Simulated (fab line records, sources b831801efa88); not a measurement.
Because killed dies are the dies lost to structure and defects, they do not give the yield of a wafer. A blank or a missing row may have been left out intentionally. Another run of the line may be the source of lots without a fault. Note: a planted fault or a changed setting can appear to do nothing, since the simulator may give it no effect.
fab line records / flow sky130
record lots=6 wafers=18 lastDay=50
route steps=708 shown RES_PROTECT@211 POLY_GATE@213 PAD_OPEN@708
lots that met no fault: from a run of the same line without faults
startH: hours from the record's first day to the start of the lot's first wafer shown / waitH: hours elapsed since this lot's preceding step / " same as the row above / L1.1+2: a row that stands for several wafers / - no value, or no start was given / * or withheld: withheld / < > ~ a bound
route shown NAME@n: NAME is a module with steps in the file, n the number in the route of the first one / usual: the fault-free wafers' mean and standard deviation / same: alike in all rows / chamber/n: place in a boat / sites: readings site by site / _std_site: the values' standard deviation / _edge_site: inner sites' mean taken away from outer sites' mean / radiusMm: for every site, how far away it sits from the centre of the wafer / mask NAME#n: copy n / behind: tool/chamber where the wafer was last shaped / hold: why the lot was held/for how many hours/how that ended / device: which transistor (n, p or np) failed to switch / end of line: tests run on the same wafers once the route is complete / step lacking rows: just its recipe / killed: count of dies lost to structure and defects at first sort (not the wafer's yield) / map: per-die view of a wafer (x killed, . not killed, _ where there is no die)
set.NAME: the setting the step ran with; set.NAME@STEP: the setting that earlier step ran with / model.NAME: the simulator's own value behind a step, which no gauge read
lots at selected steps of the route; one table per step, one row per wafer
services: a tool's chamber out of use, with start hour (startH, from the record's first day; less than 0 if before it), hours out, and reason
## steps
# step SKY_RES_PROTECT_PEB_05
# recipe tempC=withheld timeS=* resist=NOVOLAK
# step SKY_RES_PROTECT_DEVELOP_06
# recipe resist=NOVOLAK developer=TMAH developTimeS=60 devTempC=23
# step SKY_POLY_GATE_IMPLANT_02
# recipe species=P energyKev=30 doseCm2=7.7e+15 tiltDeg=0
# step SKY_RES_PROTECT_STRIP_07
# recipe chemistry=O2/N2 powerW=1400 pressureMtorr=1500 platenTempC=withheld o2FlowSccm=3000 n2FlowSccm=300 overashFraction=0.5
# usual drypumpMotorCurrentA=5.90/0.27 oesProductAu=0.517/0.0048 stripTimeToEndpointS=23.29/0.046
lot.wafer=L686.1 tool=plasmaAsher-02 chamber=1 startH=341.38 waitH=0.1 drypumpMotorCurrentA=6.30 oesProductAu=0.518 rfHoursCounterH=65 stripTimeToEndpointS=23.35
lot.wafer=L686.2 tool=plasmaAsher-02 chamber=0 startH=341.38 waitH=0.1 drypumpMotorCurrentA=5.87 oesProductAu=0.521 rfHoursCounterH=65 stripTimeToEndpointS=23.33
lot.wafer=L686.3 tool=plasmaAsher-02 chamber=0 startH=341.38 waitH=0.1 drypumpMotorCurrentA=5.84 oesProductAu=0.517 rfHoursCounterH=- stripTimeToEndpointS=23.36
lot.wafer=L696.1 tool=plasmaAsher-02 chamber=0 startH=421.95 waitH=0.1 drypumpMotorCurrentA=5.88 oesProductAu=0.515 rfHoursCounterH=73 stripTimeToEndpointS=23.30
lot.wafer=L696.3 tool=plasmaAsher-02 chamber=1 startH=421.95 waitH=0.1 drypumpMotorCurrentA=6.25 oesProductAu=0.523 rfHoursCounterH=- stripTimeToEndpointS=23.30
lot.wafer=L696.6 tool=plasmaAsher-02 chamber=1 startH=421.95 waitH=0.1 drypumpMotorCurrentA=6.26 oesProductAu=0.511 rfHoursCounterH=- stripTimeToEndpointS=23.33
lot.wafer=L697.2 tool=plasmaAsher-02 chamber=1 startH=422.83 waitH=0.1 drypumpMotorCurrentA=6.27 oesProductAu=0.527 rfHoursCounterH=74 stripTimeToEndpointS=23.27
lot.wafer=L697.3 tool=plasmaAsher-02 chamber=0 startH=422.83 waitH=0.1 drypumpMotorCurrentA=5.84 oesProductAu=0.504 rfHoursCounterH=- stripTimeToEndpointS=23.30
lot.wafer=L697.6 tool=plasmaAsher-02 chamber=1 startH=422.83 waitH=0.1 drypumpMotorCurrentA=6.23 oesProductAu=0.514 rfHoursCounterH=- stripTimeToEndpointS=23.30
lot.wafer=L698.1 tool=plasmaAsher-03 chamber=1 startH=452.23 waitH=0.1 drypumpMotorCurrentA=5.43 oesProductAu=0.517 rfHoursCounterH=2 stripTimeToEndpointS=23.33
lot.wafer=L698.2 tool=plasmaAsher-03 chamber=0 startH=452.23 waitH=0.1 drypumpMotorCurrentA=6.11 oesProductAu=0.514 rfHoursCounterH=2 stripTimeToEndpointS=23.35
lot.wafer=L698.5 tool=plasmaAsher-03 chamber=0 startH=452.23 waitH=0.1 drypumpMotorCurrentA=6.13 oesProductAu=0.516 rfHoursCounterH=- stripTimeToEndpointS=23.43
lot.wafer=L706.3 tool=plasmaAsher-01 chamber=1 startH=514.27 waitH=0.1 drypumpMotorCurrentA=5.83 oesProductAu=0.518 rfHoursCounterH=- stripTimeToEndpointS=23.31
lot.wafer=L706.4 tool=plasmaAsher-01 chamber=0 startH=514.27 waitH=0.1 drypumpMotorCurrentA=5.60 oesProductAu=0.528 rfHoursCounterH=- stripTimeToEndpointS=23.32
lot.wafer=L706.6 tool=plasmaAsher-01 chamber=0 startH=514.27 waitH=0.1 drypumpMotorCurrentA=5.60 oesProductAu=0.521 rfHoursCounterH=- stripTimeToEndpointS=23.34
lot.wafer=L708.1 tool=plasmaAsher-01 chamber=1 startH=542.65 waitH=0.1 drypumpMotorCurrentA=5.84 oesProductAu=0.518 rfHoursCounterH=70 stripTimeToEndpointS=23.30
lot.wafer=L708.4 tool=plasmaAsher-01 chamber=1 startH=542.65 waitH=0.1 drypumpMotorCurrentA=5.85 oesProductAu=0.524 rfHoursCounterH=- stripTimeToEndpointS=23.33
lot.wafer=L708.5 tool=plasmaAsher-01 chamber=0 startH=542.65 waitH=0.1 drypumpMotorCurrentA=5.61 oesProductAu=0.520 rfHoursCounterH=- stripTimeToEndpointS=23.37
# step SKY_RES_PROTECT_TW_MEAS_08
# usual POLY_GATE_TW=4074/20
lot.wafer=L686.1 tool=filmMetro-02 chamber=- startH=341.48 waitH=0.1 POLY_GATE_TW=4057
lot.wafer=L686.2 tool=filmMetro-02 chamber=- startH=341.48 waitH=0.1 POLY_GATE_TW=4088
lot.wafer=L686.3 tool=filmMetro-02 chamber=- startH=341.48 waitH=0.1 POLY_GATE_TW=4093
lot.wafer=L696.1 tool=filmMetro-03 chamber=- startH=422.05 waitH=0.1 POLY_GATE_TW=4053
lot.wafer=L696.3 tool=filmMetro-03 chamber=- startH=422.05 waitH=0.1 POLY_GATE_TW=4060
lot.wafer=L696.6 tool=filmMetro-03 chamber=- startH=422.05 waitH=0.1 POLY_GATE_TW=4068
lot.wafer=L697.2 tool=filmMetro-02 chamber=- startH=422.94 waitH=0.1 POLY_GATE_TW=4056
lot.wafer=L697.3 tool=filmMetro-02 chamber=- startH=422.94 waitH=0.1 POLY_GATE_TW=4042
lot.wafer=L697.6 tool=filmMetro-02 chamber=- startH=422.94 waitH=0.1 POLY_GATE_TW=4053
lot.wafer=L698.1 tool=filmMetro-03 chamber=- startH=452.33 waitH=0.1 POLY_GATE_TW=4077
lot.wafer=L698.2 tool=filmMetro-03 chamber=- startH=452.33 waitH=0.1 POLY_GATE_TW=4086
lot.wafer=L698.5 tool=filmMetro-03 chamber=- startH=452.33 waitH=0.1 POLY_GATE_TW=4070
lot.wafer=L706.3 tool=filmMetro-03 chamber=- startH=514.36 waitH=0.1 POLY_GATE_TW=4056
lot.wafer=L706.4 tool=filmMetro-03 chamber=- startH=514.36 waitH=0.1 POLY_GATE_TW=4057
lot.wafer=L706.6 tool=filmMetro-03 chamber=- startH=514.36 waitH=0.1 POLY_GATE_TW=4045
lot.wafer=L708.1 tool=filmMetro-01 chamber=- startH=542.75 waitH=0.1 POLY_GATE_TW=4094
lot.wafer=L708.4 tool=filmMetro-01 chamber=- startH=542.75 waitH=0.1 POLY_GATE_TW=4109
lot.wafer=L708.5 tool=filmMetro-01 chamber=- startH=542.75 waitH=0.1 POLY_GATE_TW=4096
# step SKY_RES_PROTECT_CLEAN_09
# recipe chemistry=SC1/SC2 mix=1:4:20 tempC=70 timeS=150 dry=n2Spin
# step SKY_POLY_GATE_CVD_03
# recipe material=Si3N4 precursor=DCS/NH3 targetThkNm=75 tempC=770 timeS=1290 pressureMtorr=250
# step SKY_POLY_GATE_THK_MEAS_04
# recipe reads=Si3N4_of_POLY_GATE_CVD_03
# usual POLY_GATE_CVD_03_THK=74.6/0.75
lot.wafer=L686.1 tool=filmMetro-03 chamber=- startH=342.95 waitH=0.0 POLY_GATE_CVD_03_THK[nm]=75.8
lot.wafer=L686.2 tool=filmMetro-03 chamber=- startH=342.95 waitH=0.0 POLY_GATE_CVD_03_THK[nm]=75.9
lot.wafer=L686.3 tool=filmMetro-03 chamber=- startH=342.95 waitH=0.0 POLY_GATE_CVD_03_THK[nm]=75.3
lot.wafer=L696.1 tool=filmMetro-04 chamber=- startH=424.20 waitH=0.0 POLY_GATE_CVD_03_THK[nm]=74.4
lot.wafer=L696.3 tool=filmMetro-04 chamber=- startH=424.20 waitH=0.0 POLY_GATE_CVD_03_THK[nm]=74.2
lot.wafer=L696.6 tool=filmMetro-04 chamber=- startH=424.20 waitH=0.0 POLY_GATE_CVD_03_THK[nm]=74.1
lot.wafer=L697.2 tool=filmMetro-03 chamber=- startH=427.35 waitH=0.0 POLY_GATE_CVD_03_THK[nm]=74.4
lot.wafer=L697.3 tool=filmMetro-03 chamber=- startH=427.35 waitH=0.0 POLY_GATE_CVD_03_THK[nm]=74.1
lot.wafer=L697.6 tool=filmMetro-03 chamber=- startH=427.35 waitH=0.0 POLY_GATE_CVD_03_THK[nm]=73.8
lot.wafer=L698.1 tool=filmMetro-03 chamber=- startH=453.80 waitH=0.0 POLY_GATE_CVD_03_THK[nm]=76.1
lot.wafer=L698.2 tool=filmMetro-03 chamber=- startH=453.80 waitH=0.0 POLY_GATE_CVD_03_THK[nm]=75.2
lot.wafer=L698.5 tool=filmMetro-03 chamber=- startH=453.80 waitH=0.0 POLY_GATE_CVD_03_THK[nm]=75.5
lot.wafer=L706.3 tool=filmMetro-04 chamber=- startH=516.77 waitH=0.0 POLY_GATE_CVD_03_THK[nm]=73.6
lot.wafer=L706.4 tool=filmMetro-04 chamber=- startH=516.77 waitH=0.0 POLY_GATE_CVD_03_THK[nm]=73.7
lot.wafer=L706.6 tool=filmMetro-04 chamber=- startH=516.77 waitH=0.0 POLY_GATE_CVD_03_THK[nm]=73.2
lot.wafer=L708.1 tool=filmMetro-02 chamber=- startH=544.23 waitH=0.0 POLY_GATE_CVD_03_THK[nm]=74.2
lot.wafer=L708.4 tool=filmMetro-02 chamber=- startH=544.23 waitH=0.0 POLY_GATE_CVD_03_THK[nm]=74.1
lot.wafer=L708.5 tool=filmMetro-02 chamber=- startH=544.23 waitH=0.0 POLY_GATE_CVD_03_THK[nm]=75.1
# step SKY_POLY_GATE_DEHYDRATE_05
# recipe tempC=200 timeS=60
# step SKY_POLY_GATE_HMDS_06
# recipe primeTimeS=60 primeTempC=120
# step SKY_POLY_GATE_COAT_07
# recipe resist=BARC tempC=withheld timeS=withheld spinRpm=3000 resistThkNm=110
# step SKY_POLY_GATE_COAT_08
# recipe resist=KrF-thick spinRpm=3000 resistThkNm=450
# step SKY_POLY_GATE_SOFTBAKE_09
# recipe tempC=100 timeS=90 resist=KrF-thick
# usual heaterPowerTotalW=57.34/0.12 plateTempC=100.01/0.14
lot.wafer=L686.1 tool=lithoTrack-02 chamber=0 startH=356 waitH=- heaterPowerTotalW=57.20 plateTempC=100.30
lot.wafer=L686.2 tool=lithoTrack-02 chamber=0 startH=356 waitH=- heaterPowerTotalW=57.20 plateTempC=100.28
lot.wafer=L686.3 tool=lithoTrack-02 chamber=0 startH=356 waitH=- heaterPowerTotalW=57.42 plateTempC=100.17
lot.wafer=L696.1 tool=lithoTrack-02 chamber=0 startH=439 waitH=- heaterPowerTotalW=55.81 plateTempC=98.15
lot.wafer=L696.3 tool=lithoTrack-02 chamber=0 startH=439 waitH=- heaterPowerTotalW=55.69 plateTempC=98.14
lot.wafer=L696.6 tool=lithoTrack-02 chamber=0 startH=439 waitH=- heaterPowerTotalW=55.67 plateTempC=98.09
lot.wafer=L697.2 tool=lithoTrack-02 chamber=0 startH=442 waitH=- heaterPowerTotalW=55.84 plateTempC=98.08
lot.wafer=L697.3 tool=lithoTrack-02 chamber=0 startH=442 waitH=- heaterPowerTotalW=55.70 plateTempC=98.16
lot.wafer=L697.6 tool=lithoTrack-02 chamber=0 startH=442 waitH=- heaterPowerTotalW=55.67 plateTempC=98.17
lot.wafer=L698.1 tool=lithoTrack-01 chamber=0 startH=468 waitH=- heaterPowerTotalW=57.28 plateTempC=99.88
lot.wafer=L698.2 tool=lithoTrack-01 chamber=0 startH=468 waitH=- heaterPowerTotalW=57.45 plateTempC=99.94
lot.wafer=L698.5 tool=lithoTrack-01 chamber=0 startH=468 waitH=- heaterPowerTotalW=57.32 plateTempC=99.86
lot.wafer=L706.3 tool=lithoTrack-01 chamber=0 startH=531 waitH=- heaterPowerTotalW=57.47 plateTempC=99.82
lot.wafer=L706.4 tool=lithoTrack-01 chamber=0 startH=531 waitH=- heaterPowerTotalW=57.31 plateTempC=99.66
lot.wafer=L706.6 tool=lithoTrack-01 chamber=0 startH=531 waitH=- heaterPowerTotalW=57.65 plateTempC=99.94
lot.wafer=L708.1 tool=lithoTrack-01 chamber=0 startH=557 waitH=- heaterPowerTotalW=57.20 plateTempC=100.09
lot.wafer=L708.4 tool=lithoTrack-01 chamber=0 startH=558 waitH=- heaterPowerTotalW=57.32 plateTempC=100.12
lot.wafer=L708.5 tool=lithoTrack-01 chamber=0 startH=558 waitH=- heaterPowerTotalW=57.23 plateTempC=100.10
# step SKY_POLY_GATE_EXPOSE_10
# recipe maskId=P1M na=0.68 sourceShape=conventional sigmaOuter=0.6 targetCdNm=150 doseMj=28
# step SKY_PAD_OPEN_PROBE_99
# usual killed_at_M0_to_M3=43/6.4 killed_at_M4_up=3.1/2 killedAtContacts=24/5.2 killedAtFrontEnd=15/4.3 killedAtOther=0.2/0.48 killedDies=85/9.7 killedOpen=47/6.9 killedShort=38/6.7
# same grossDies=492 killedAtBackSide=0
lot.wafer=L686.1 tool=prober-01 chamber=- startH=1081.06 waitH=0.1 killed_at_M0_to_M3=49 killed_at_M4_up=3 killedAtContacts=25 killedAtFrontEnd=12 killedAtOther=0 killedDies=89 killedOpen=52 killedShort=37
lot.wafer=L686.2 tool=prober-01 chamber=- startH=1081.11 waitH=0.1 killed_at_M0_to_M3=33 killed_at_M4_up=2 killedAtContacts=31 killedAtFrontEnd=13 killedAtOther=0 killedDies=79 killedOpen=47 killedShort=32
lot.wafer=L686.3 tool=prober-01 chamber=- startH=1081.16 waitH=0.2 killed_at_M0_to_M3=49 killed_at_M4_up=6 killedAtContacts=27 killedAtFrontEnd=15 killedAtOther=0 killedDies=97 killedOpen=52 killedShort=45
lot.wafer=L696.1 tool=prober-01 chamber=- startH=1141.66 waitH=0.1 killed_at_M0_to_M3=36 killed_at_M4_up=2 killedAtContacts=37 killedAtFrontEnd=10 killedAtOther=0 killedDies=85 killedOpen=50 killedShort=35
lot.wafer=L696.3 tool=prober-01 chamber=- startH=1141.76 waitH=0.2 killed_at_M0_to_M3=44 killed_at_M4_up=1 killedAtContacts=31 killedAtFrontEnd=16 killedAtOther=0 killedDies=92 killedOpen=44 killedShort=48
lot.wafer=L696.6 tool=prober-01 chamber=- startH=1141.91 waitH=0.2 killed_at_M0_to_M3=44 killed_at_M4_up=3 killedAtContacts=29 killedAtFrontEnd=13 killedAtOther=2 killedDies=91 killedOpen=41 killedShort=50
lot.wafer=L697.2 tool=prober-01 chamber=- startH=1144.30 waitH=0.1 killed_at_M0_to_M3=42 killed_at_M4_up=4 killedAtContacts=15 killedAtFrontEnd=10 killedAtOther=0 killedDies=71 killedOpen=36 killedShort=35
lot.wafer=L697.3 tool=prober-01 chamber=- startH=1144.35 waitH=0.2 killed_at_M0_to_M3=48 killed_at_M4_up=4 killedAtContacts=27 killedAtFrontEnd=14 killedAtOther=0 killedDies=93 killedOpen=44 killedShort=49
lot.wafer=L697.6 tool=prober-01 chamber=- startH=1144.50 waitH=0.2 killed_at_M0_to_M3=31 killed_at_M4_up=5 killedAtContacts=21 killedAtFrontEnd=10 killedAtOther=0 killedDies=67 killedOpen=36 killedShort=31
lot.wafer=L698.1 tool=prober-02 chamber=- startH=1157.94 waitH=0.1 killed_at_M0_to_M3=46 killed_at_M4_up=2 killedAtContacts=19 killedAtFrontEnd=14 killedAtOther=0 killedDies=81 killedOpen=36 killedShort=45
lot.wafer=L698.2 tool=prober-02 chamber=- startH=1157.99 waitH=0.1 killed_at_M0_to_M3=43 killed_at_M4_up=4 killedAtContacts=22 killedAtFrontEnd=18 killedAtOther=0 killedDies=87 killedOpen=43 killedShort=44
lot.wafer=L698.5 tool=prober-02 chamber=- startH=1158.14 waitH=0.2 killed_at_M0_to_M3=34 killed_at_M4_up=10 killedAtContacts=19 killedAtFrontEnd=10 killedAtOther=0 killedDies=73 killedOpen=34 killedShort=39
lot.wafer=L706.3 tool=prober-02 chamber=- startH=1192.15 waitH=0.2 killed_at_M0_to_M3=44 killed_at_M4_up=0 killedAtContacts=24 killedAtFrontEnd=13 killedAtOther=1 killedDies=82 killedOpen=45 killedShort=37
lot.wafer=L706.4 tool=prober-02 chamber=- startH=1192.20 waitH=0.2 killed_at_M0_to_M3=37 killed_at_M4_up=6 killedAtContacts=15 killedAtFrontEnd=12 killedAtOther=0 killedDies=70 killedOpen=39 killedShort=31
lot.wafer=L706.6 tool=prober-02 chamber=- startH=1192.30 waitH=0.2 killed_at_M0_to_M3=45 killed_at_M4_up=0 killedAtContacts=24 killedAtFrontEnd=9 killedAtOther=1 killedDies=79 killedOpen=48 killedShort=31
lot.wafer=L708.1 tool=prober-02 chamber=- startH=1207.36 waitH=0.1 killed_at_M0_to_M3=45 killed_at_M4_up=3 killedAtContacts=33 killedAtFrontEnd=21 killedAtOther=0 killedDies=102 killedOpen=60 killedShort=42
lot.wafer=L708.4 tool=prober-02 chamber=- startH=1207.51 waitH=0.2 killed_at_M0_to_M3=39 killed_at_M4_up=2 killedAtContacts=35 killedAtFrontEnd=13 killedAtOther=0 killedDies=89 killedOpen=51 killedShort=38
lot.wafer=L708.5 tool=prober-02 chamber=- startH=1207.56 waitH=0.2 killed_at_M0_to_M3=48 killed_at_M4_up=3 killedAtContacts=24 killedAtFrontEnd=12 killedAtOther=1 killedDies=88 killedOpen=49 killedShort=39
# killed by level:class
L686.1 VIA1:geometricParticle:open=14 LI_CONTACT:geometricParticle:open=9 VIA2:geometricParticle:open=8 CONTACT:geometricParticle:open=8 METAL1:geometricParticle:short=6 VIA1:geometricParticle:short=5 POLY_GATE:geometricParticle:short=4 LOCAL_INTERCONNECT:geometricParticle:short=4
L686.2 LI_CONTACT:geometricParticle:open=11 CONTACT:geometricParticle:open=8 METAL1:geometricParticle:short=7 CONTACT:geometricParticle:short=6 VIA2:geometricParticle:open=6 VIA3:geometricParticle:open=6 FIELD_ISO:geometricParticle:open=5 POLY_GATE:geometricParticle:open=5
L686.3 VIA1:geometricParticle:open=11 CONTACT:geometricParticle:open=9 VIA3:geometricParticle:open=8 LI_CONTACT:geometricParticle:open=7 METAL1:geometricParticle:short=7 METAL4:geometricParticle:short=6 METAL2:geometricParticle:short=6 VIA1:geometricParticle:short=5
L696.1 CONTACT:geometricParticle:open=11 LI_CONTACT:geometricParticle:open=9 LOCAL_INTERCONNECT:geometricParticle:short=7 METAL2:geometricParticle:short=6 FIELD_ISO:geometricParticle:open=5 VIA1:geometricParticle:open=5 VIA2:geometricParticle:open=5 VIA3:geometricParticle:open=5
L696.3 LI_CONTACT:geometricParticle:open=10 VIA1:geometricParticle:open=8 CONTACT:geometricParticle:open=7 VIA1:geometricParticle:short=7 METAL1:geometricParticle:short=6 METAL2:geometricParticle:short=6 VIA2:geometricParticle:open=6 FIELD_ISO:geometricParticle:short=5
L696.6 VIA1:geometricParticle:short=11 VIA1:geometricParticle:open=10 LI_CONTACT:geometricParticle:open=10 CONTACT:geometricParticle:open=8 METAL1:geometricParticle:short=7 CONTACT:geometricParticle:short=5 LOCAL_INTERCONNECT:geometricParticle:short=4 FIELD_ISO:geometricParticle:open=3
L697.2 VIA1:geometricParticle:open=11 METAL2:geometricParticle:short=9 VIA1:geometricParticle:short=7 LI_CONTACT:geometricParticle:open=5 CONTACT:geometricParticle:open=5 POLY_GATE:geometricParticle:short=3 VIA2:geometricParticle:open=3 VIA3:geometricParticle:open=3
L697.3 VIA1:geometricParticle:open=16 LI_CONTACT:geometricParticle:open=7 LI_CONTACT:geometricParticle:short=6 CONTACT:geometricParticle:open=6 VIA1:geometricParticle:short=6 VIA2:geometricParticle:open=6 POLY_GATE:geometricParticle:short=5 LOCAL_INTERCONNECT:geometricParticle:short=5
L697.6 LI_CONTACT:geometricParticle:open=10 VIA1:geometricParticle:open=9 CONTACT:geometricParticle:short=6 METAL2:geometricParticle:short=5 METAL4:geometricParticle:short=5 FIELD_ISO:geometricParticle:short=4 FIELD_ISO:geometricParticle:open=4 CONTACT:geometricParticle:open=4
L698.1 METAL2:geometricParticle:short=9 METAL1:geometricParticle:short=8 VIA2:geometricParticle:open=7 POLY_GATE:geometricParticle:open=6 LI_CONTACT:geometricParticle:open=6 VIA3:geometricParticle:open=5 FIELD_ISO:geometricParticle:short=4 CONTACT:geometricParticle:short=4
L698.2 METAL1:geometricParticle:short=7 VIA1:geometricParticle:open=7 CONTACT:geometricParticle:open=6 VIA1:geometricParticle:short=6 LI_CONTACT:geometricParticle:open=5 CONTACT:geometricParticle:short=5 FIELD_ISO:geometricParticle:open=4 POLY_GATE:geometricParticle:short=4
L698.5 LOCAL_INTERCONNECT:geometricParticle:short=7 METAL4:geometricParticle:short=6 FIELD_ISO:geometricParticle:open=6 METAL2:geometricParticle:short=6 CONTACT:geometricParticle:open=5 VIA1:geometricParticle:short=5 VIA1:geometricParticle:open=5 VIA3:geometricParticle:open=4
L706.3 VIA1:geometricParticle:open=11 CONTACT:geometricParticle:open=10 CONTACT:geometricParticle:short=8 VIA2:geometricParticle:open=8 VIA1:geometricParticle:short=6 METAL2:geometricParticle:short=6 VIA3:geometricParticle:open=6 POLY_GATE:geometricParticle:short=3
L706.4 VIA1:geometricParticle:open=12 LI_CONTACT:geometricParticle:open=6 METAL2:geometricParticle:short=5 VIA3:geometricParticle:open=5 LOCAL_INTERCONNECT:geometricParticle:short=4 METAL1:geometricParticle:short=4 METAL4:geometricParticle:short=4 FIELD_ISO:geometricParticle:open=3
L706.6 VIA3:geometricParticle:open=14 VIA1:geometricParticle:open=12 CONTACT:geometricParticle:open=10 LI_CONTACT:geometricParticle:open=5 CONTACT:geometricParticle:short=4 VIA1:geometricParticle:short=4 METAL2:geometricParticle:short=4 FIELD_ISO:geometricParticle:short=3
L708.1 LI_CONTACT:geometricParticle:open=13 CONTACT:geometricParticle:open=12 VIA1:geometricParticle:open=11 POLY_GATE:geometricParticle:open=8 VIA1:geometricParticle:short=7 FIELD_ISO:geometricParticle:short=6 VIA2:geometricParticle:open=6 VIA3:geometricParticle:open=6
L708.4 CONTACT:geometricParticle:open=11 LI_CONTACT:geometricParticle:open=9 CONTACT:geometricParticle:short=9 VIA1:geometricParticle:open=9 VIA2:geometricParticle:open=7 METAL2:geometricParticle:short=5 VIA3:geometricParticle:open=5 FIELD_ISO:geometricParticle:open=4
L708.5 VIA3:geometricParticle:open=10 VIA2:geometricParticle:open=9 LI_CONTACT:geometricParticle:open=7 CONTACT:geometricParticle:open=7 VIA1:geometricParticle:open=6 METAL1:geometricParticle:short=5 VIA1:geometricParticle:short=5 FIELD_ISO:geometricParticle:open=4
## services
tool=plasmaAsher-03 chamber=- startH=318.52 hours=3.3 kind=repair
tool=plasmaAsher-01 chamber=- startH=353.43 hours=2.8 kind=pm
tool=plasmaAsher-03 chamber=- startH=421.25 hours=9.0 kind=pm
tool=plasmaAsher-03 chamber=0 startH=421.25 hours=9.0 kind=ventCycle
tool=plasmaAsher-03 chamber=1 startH=421.25 hours=9.0 kind=ventCycle
tool=plasmaAsher-01 chamber=- startH=423.40 hours=14.6 kind=pm
tool=plasmaAsher-03 chamber=0 startH=430.25 hours=- kind=clean
tool=plasmaAsher-03 chamber=1 startH=430.25 hours=- kind=clean
tool=plasmaAsher-01 chamber=- startH=455.26 hours=1.8 kind=repair
tool=plasmaAsher-03 chamber=- startH=509.29 hours=15.6 kind=pm
## key
firstSign step=SKY_POLY_GATE_SOFTBAKE_09 reading=heaterPowerTotalW direction=down sigmas=13 usual=* struck=*
effect step=SKY_POLY_GATE_SOFTBAKE_09 reading=plateTempC direction=down sigmas=13 usual=* struck=*
metAt SKY_POLY_GATE_SOFTBAKE_09
struckWafers L696.1,L696.3,L696.6,L697.2,L697.3,L697.6
testerLeftOut L696,L697
onsetBetween 356 439
fault kind=processParameterDrift tool=lithoTrack-02 chamber=- onsetH=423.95 steps=SKY_POLY_GATE_SOFTBAKE_09 channel=tempC offset=* shape=step endH=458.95 actsIn=* stated=*
# testerLeftOut: of these lots the tester's yield and bins aren't shown, on N5 and GAA mostly nor the transistor test; their killed dies are dies lost to structure and defects alone, not to doping, threshold or leakage, so they don't give the yield
